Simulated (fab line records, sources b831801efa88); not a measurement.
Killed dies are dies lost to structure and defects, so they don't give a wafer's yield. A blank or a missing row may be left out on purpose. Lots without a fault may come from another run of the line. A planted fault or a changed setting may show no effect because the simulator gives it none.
fab line records | flow sfq_line
record lots=14 wafers=42 last_day=82
route steps=325 shown JJ@178
lots that met no fault: from a run of the same line without faults
start_h: hours from the record's first day to the start of the lot's first wafer shown | wait_h: hours since the lot's step before | " the same as in the row above | L1.1+2: a row that stands for several wafers | - no value, or no start given | * or withheld: withheld | < > ~ a bound
route shown NAME@n: a module of which the file shows steps, and the number in the route of the first | usual: mean/standard deviation of fault-free wafers | same: alike in all rows | chamber/n: place in a boat | sites: the reading at each site | _std_site: their standard deviation | _edge_site: outer sites' mean less inner sites' | radius_mm: how far each site lies from the wafer's centre | mask NAME#n: copy n | behind: the tool/chamber that last shaped the wafer | hold: why the lot was held/for how many hours/how that ended | device: the transistor (n, p or np) that didn't switch | end of line: the same wafers' tests at the end of the route | a step without rows: its recipe alone | killed: dies lost to structure and defects at the first sort, not the wafer's yield | map: a wafer's dies, x killed, . not, _ none there
set.NAME: the setting as run; set.NAME@STEP: as run at that earlier step | model.NAME: the simulator's own value behind a step, which no gauge read
steps of the route over a sample of lots; a table a step, a row a wafer
services: from which hour (start_h, from the record's first day; less than 0 if before it) a tool's chamber was out of use, for how many hours, and why
## steps
# step SFQ_TRILAYER_JJ_TRILAYER_DEP_PRE_CLEAN_113
# recipe gas=Ar time_s=22.5 bias_v=250
# usual bias_v=249.8/2.4 time_s=22.5/0
# columns lot.wafer tool chamber start_h wait_h bias_v time_s
L120.1 pvd_sputter-03 - 1117.93 0.0 255.0 22.5
L120.2 " - " " 251.4 22.5
L120.5 " - " " 253.1 22.5
L122.2 pvd_sputter-03 - 1122.73 0.0 248.7 22.5
L122.4 " - " " 250.4 22.5
L122.6 " - " " 254.9 22.5
L125.4 pvd_sputter-06 - 1146.73 0.0 248.9 22.5
L125.5 " - " " 254.2 22.5
L125.6 " - " " 248.3 22.5
L126.3 pvd_sputter-05 - 1149.13 0.0 248.3 22.5
L126.4 " - " " 248.6 22.5
L126.6 " - " " 250.8 22.5
L127.2 pvd_sputter-06 - 1151.53 0.0 - -
L127.3 " - " " - -
L127.6 " - " " - -
L128.2 pvd_sputter-05 - 1152.73 0.0 - -
L128.3 " - " " - -
L128.4 " - " " - -
L133.3 pvd_sputter-05 - 1222.56 0.0 249.1 22.5
L133.4 " - " " 251.6 22.5
L133.5 " - " " 247.2 22.5
L134.2 pvd_sputter-06 - 1228.56 0.0 251.4 22.5
L134.4 " - " " 247.7 22.5
L134.5 " - " " 251.5 22.5
L136.1 pvd_sputter-06 - 1244.26 0.0 251.2 22.5
L136.5 " - " " 251.2 22.5
L136.6 " - " " 249.4 22.5
L138.1 pvd_sputter-06 - 1310.60 0.0 247.5 22.5
L138.2 " - " " 249.4 22.5
L138.3 " - " " 250.8 22.5
L140.1 pvd_sputter-05 - 1448.73 0.0 252.7 22.5
L140.3 " - " " 247.9 22.5
L140.5 " - " " 250.1 22.5
L141.1 pvd_sputter-03 - 1453.53 0.0 244.9 22.5
L141.2 " - " " 250.3 22.5
L141.5 " - " " 247.5 22.5
L142.2 pvd_sputter-05 - 1455.93 0.0 251.3 22.5
L142.4 " - " " 247.9 22.5
L142.6 " - " " 248.9 22.5
L143.2 pvd_sputter-03 - 1460.73 0.0 252.3 22.5
L143.3 " - " " 252.1 22.5
L143.4 " - " " 251.1 22.5
## services
# columns tool chamber start_h hours kind
pvd_sputter-03 - 1164.80 2.4 repair
pvd_sputter-05 - 1201.07 1.5 repair
pvd_sputter-05 - 1308.49 4.1 repair
pvd_sputter-03 - 1322.28 1.7 repair
pvd_sputter-05 - 1353.07 4.9 repair
pvd_sputter-03 - 1378.23 1.8 repair
## key
first_sign step=SFQ_TRILAYER_JJ_TRILAYER_DEP_PRE_CLEAN_113 reading=tool_record direction=missing
effect none on later readings
met_at SFQ_TRILAYER_JJ_TRILAYER_DEP_PRE_CLEAN_113
struck_lots L127,L128
onset_between 1149.13 1151.53
fault kind=skipped_step_whole tool=pvd_sputter-05,pvd_sputter-06 chamber=- onset_h=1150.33 steps=SFQ_TRILAYER_JJ_TRILAYER_DEP_PRE_CLEAN_113 scope=struck_lots_only
